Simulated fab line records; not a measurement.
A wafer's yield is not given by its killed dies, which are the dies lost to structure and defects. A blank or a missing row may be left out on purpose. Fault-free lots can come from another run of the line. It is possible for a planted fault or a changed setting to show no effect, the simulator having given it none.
Which tool is to blame? ; flow gf180mcu ; 12 lots, 36 wafers sampled, at 5 steps of a route of 602

## WHAT THE GAUGES READ, wafer by wafer
GF_VT_IMPLANT_OVL_MEAS_07.
lot;measured;on;VT_IMPLANT_OVL (nm)
L886;day 5 14:15;overlay-02;-0.1 0.9 0.7
L887;day 5 18:07;overlay-01;0.3 0.3 0.3
L888;day 6 02:01;overlay-01;-3.2 -2.0 -1.8
L894;day 7 21:29;overlay-01;-0.3 0.0 -0.6
L895;day 7 23:08;overlay-02;-0.3 -0.8 -0.4
L900;day 9 06:50;overlay-02;0.3 0.0 0.8
L901;day 9 13:06;overlay-02;-2.6 -2.0 -0.6
L902;day 9 17:27;overlay-01;0.5 1.6 1.0
L903;day 9 23:53;overlay-02;1.3 0.5 1.1
L904;day 10 05:41;overlay-01;-1.5 -2.2 -1.8
L908;day 11 05:14;overlay-02;0.8 -0.5 -0.5
L909;day 11 14:22;overlay-01;1.3 2.4 0.5

GF_VT_IMPLANT_OVL_MEAS_29.
lot;measured;on;VT_IMPLANT_02_OVL (nm)
L886;day 6 20:28;overlay-01;-0.8 -0.4 -0.7
L887;day 7 00:25;overlay-02;-1.4 0.8 -0.1
L888;day 7 09:25;overlay-02;-1.2 -3.8 -2.4
L894;day 9 07:05;overlay-01;1.5 -0.7 0.1
L895;day 9 07:57;overlay-02;-0.6 0.4 -1.7
L900;day 10 17:44;overlay-01;-2.2 -2.4 -3.2
L901;day 11 01:51;overlay-02;3.1 0.7 2.8
L902;day 11 06:06;overlay-02;-0.9 -2.1 -0.2
L903;day 11 12:28;overlay-01;-0.5 -0.7 -2.0
L904;day 11 18:07;overlay-01;0.8 1.5 1.8
L908;day 12 19:44;overlay-01;-2.5 -1.2 -2.2
L909;day 13 04:06;overlay-01;0.0 0.4 -1.0

GF_POLY_GATE_THK_MEAS_01.
lot;measured;on;POLY_GATE_CVD_00_THK (nm)
L886;day 8 12:09;film_metro-03;199.3 202.4 200.0
L887;day 8 17:40;film_metro-02;198.1 197.5 198.2
L888;day 9 00:43;film_metro-03;200.3 199.2 199.1
L894;day 11 01:52;film_metro-02;142.5 144.1 144.1
L895;day 11 01:51;film_metro-01;141.2 141.8 140.6
L900;day 12 14:28;film_metro-01;204.2 203.5 203.1
L901;day 13 00:55;film_metro-01;200.4 202.1 201.2
L902;day 13 05:40;film_metro-01;201.9 200.4 202.8
L903;day 13 09:19;film_metro-01;200.5 199.8 200.0
L904;day 13 15:08;film_metro-01;199.8 201.9 200.6
L908;day 14 20:04;film_metro-02;201.8 202.1 200.5
L909;day 15 04:14;film_metro-02;203.2 202.6 202.2

## WHAT TOOL EACH LOT RAN ON (gives the tool, then ch and the chambers of the sampled wafers, and finally the start)
lot;GF_VT_IMPLANT_STRIP_31;GF_POLY_GATE_CVD_00
L886;plasma_asher-01 ch 0,1, day 6 20:40;lpcvd-02 ch 1, day 8 10:49
L887;plasma_asher-03 ch 0,1, day 7 00:37;lpcvd-01 ch 0, day 8 16:20
L888;plasma_asher-04 ch 0,1, day 7 09:37;lpcvd-01 ch 1, day 8 23:22
L894;plasma_asher-01 ch 0,1, day 9 07:17;lpcvd-01 ch 1, day 11 00:31
L895;plasma_asher-04 ch 0,1, day 9 08:08;lpcvd-01 ch 1, day 11 00:31
L900;plasma_asher-03 ch 0,1, day 10 17:55;lpcvd-02 ch 0, day 12 13:07
L901;plasma_asher-03 ch 0,1, day 11 02:02;lpcvd-02 ch 0, day 12 23:34
L902;plasma_asher-04 ch 0,1, day 11 06:17;lpcvd-02 ch 1, day 13 04:19
L903;plasma_asher-01 ch 0,1, day 11 12:39;lpcvd-02 ch 1, day 13 07:58
L904;plasma_asher-03 ch 0,1, day 11 18:18;lpcvd-02 ch 0, day 13 13:48
L908;plasma_asher-04 ch 0,1, day 12 19:56;lpcvd-01 ch 0, day 14 18:43
L909;plasma_asher-03 ch 0,1, day 13 04:17;lpcvd-02 ch 1, day 15 02:53
- GF_VT_IMPLANT_STRIP_31: strips in O2/N2.
- GF_POLY_GATE_CVD_00: deposits poly-Si, target thk 200 nm, time 1200 s.

## AS READ BY THE TOOLS THEMSELVES (means over the sampled wafers that have a number; for cases with no such wafer, the mark the record gives instead)
GF_VT_IMPLANT_STRIP_31.
lot;tool;drypump_motor_current_A (A);heater_power_w (W);oes_product_au (a.u.);strip_time_to_endpoint_s (s)
L886;plasma_asher-01;5.1;274;0.715;12.64
L887;plasma_asher-03;5.2;340;0.722;12.61
L888;plasma_asher-04;5.1;330;0.715;12.63
L894;plasma_asher-01;5.3;277;0.717;12.70
L895;plasma_asher-04;4.9;302;0.713;12.64
L900;plasma_asher-03;5.6;337;0.716;12.62
L901;plasma_asher-03;5.2;339;0.716;12.63
L902;plasma_asher-04;5.0;303;0.713;12.61
L903;plasma_asher-01;5.3;277;0.719;12.62
L904;plasma_asher-03;5.2;332;0.718;12.61
L908;plasma_asher-04;5.0;303;0.715;12.62
L909;plasma_asher-03;5.6;333;0.719;12.59

GF_POLY_GATE_CVD_00.
lot;tool;pressure_mtorr (mTorr);spike_tc_centre_C (C);spike_tc_lower_C (C);zone_power_top_pct (%)
L886;lpcvd-02;199.5;620.8;621.9;19.5
L887;lpcvd-01;199.6;620.8;619.0;19.6
L888;lpcvd-01;200.5;621.4;620.0;17.2
L894;lpcvd-01;99.8;620.1;619.2;17.0
L895;lpcvd-01;100.0;622.6;619.7;16.9
L900;lpcvd-02;200.0;621.0;619.8;17.9
L901;lpcvd-02;200.0;621.0;621.0;18.0
L902;lpcvd-02;199.4;620.8;621.9;19.4
L903;lpcvd-02;199.6;620.6;622.8;19.3
L904;lpcvd-02;199.9;621.5;620.1;18.1
L908;lpcvd-01;199.6;620.0;621.0;19.6
L909;lpcvd-02;200.2;619.9;621.8;19.4

## THE ANSWER, worked out from the rows above alone
Rule: the usual values come from the lots themselves. The widest of any qualifying gaps counts: lots, ordered by their means at a reading, are off when they make up no more than a third of the lots, leave a main group of 4 or more, and stand apart from it by 3 or more times the standard deviation of that group's means. A main group whose means are all the same, to the digits that the tables above print for the reading, isn't used. Also off: a lot with no number at a reading for which 4 or more lots have one. The other lots that the step has rows for count as sound. First the gauges in route order, then the tools' own readings, where a lot's mean is used as printed above. At the first step where some lot is off, the reading lying furthest off is the one used; lots without a number count as furthest.
Off: L894, L895, seen at GF_POLY_GATE_THK_MEAS_01 (POLY_GATE_CVD_00_THK). The main group has a mean of 201.0 nm with a standard deviation of 1.5.
If a tool, at a process step before that reading, ran all the lots that are off and no sound lot after the first of them, it fits. The gauges at GF_POLY_GATE_THK_MEAS_01 aren't tried: what is off there is off at GF_POLY_GATE_CVD_00 too, on other tools, and a gauge's error can't cause that. Of those tried, none fits.

## WHAT THE SIMULATOR HAD INSERTED
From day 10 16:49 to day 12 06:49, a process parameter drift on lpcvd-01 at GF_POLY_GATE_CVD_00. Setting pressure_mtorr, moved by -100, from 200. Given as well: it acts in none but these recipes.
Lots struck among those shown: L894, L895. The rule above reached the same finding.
